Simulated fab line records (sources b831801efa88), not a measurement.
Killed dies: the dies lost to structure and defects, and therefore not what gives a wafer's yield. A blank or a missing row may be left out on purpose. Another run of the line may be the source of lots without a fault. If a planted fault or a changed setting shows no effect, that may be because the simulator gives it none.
Matching of chambers ; flow sky130 ; rieDiel-01 running SKY_METAL4_ETCH_17: 4 sister chambers
The step etches SiO2 in C4F8/O2/Ar, stops on TiN, time 3.9 s, target depth 15 nm. 16 wafers are shown with their chamber, then 8 later ones without.

== EACH WAFER AND ITS CHAMBER ==
wafer;chamber;rfFwdPowerW (W);oesProductAu (a.u.)
L074.2;2;1465;0.741
L074.3;1;1470;0.755
L074.4;3;1471;0.756
L077.2;1;1459;0.748
L077.3;0;1469;0.744
L077.4;3;1472;0.752
L081.2;0;1479;0.751
L081.3;1;1460;0.757
L081.5;1;1464;0.765
L085.1;0;1477;0.748
L085.3;2;1466;0.752
L085.4;1;1458;0.751
L089.1;1;1466;0.743
L089.2;2;1465;0.746
L089.6;0;1476;0.757
L093.4;0;1464;0.762

SIGNATURES (means of the wafers above)
reading;chamber 0;chamber 1;chamber 2;chamber 3;scatter within a chamber
rfFwdPowerW;1473.00;1462.83;1465.33;1471.50;4.73
oesProductAu;0.75240;0.75317;0.74633;0.75400;0.00687
Rule: distance of a wafer from a chamber = root of the sum over the readings of ((wafer's reading minus chamber's mean) / reading's scatter) squared. The wafer belongs to the nearest chamber; if the next one is less than 2 further off, it can't be placed. The scatter: take each reading less its chamber's mean, square it, sum over the shown wafers, divide by the number of wafers less the number of chambers, and take the root.

== WAFERS WITHOUT THEIR CHAMBER ==
wafer;rfFwdPowerW (W);oesProductAu (a.u.)
L093.5;1472;0.752
L093.6;1463;0.748
L095.1;1473;0.747
L095.4;1467;0.760
L095.6;1457;0.760
L096.2;1465;0.752
L096.4;1468;0.745
L096.5;1470;0.752

== EACH ONE'S CHAMBER ==
wafer;from the rows above;in truth
L093.5;can't be placed: 0 or 3 or 2 or 1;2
L093.6;can't be placed: 2 or 1 or 3 or 0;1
L095.1;can't be placed: 0 or 3 or 2 or 1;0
L095.4;can't be placed: 3 or 1 or 0 or 2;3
L095.6;can't be placed: 1 or 2 or 3 or 0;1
L096.2;can't be placed: 1 or 2 or 3 or 0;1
L096.4;can't be placed: 2 or 3 or 0 or 1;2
L096.5;can't be placed: 3 or 0 or 2 or 1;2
Placed correctly: 0 of 8. Can't be placed from these rows: 8 (the true chamber is among the candidates in 8). 0 placed wrongly.
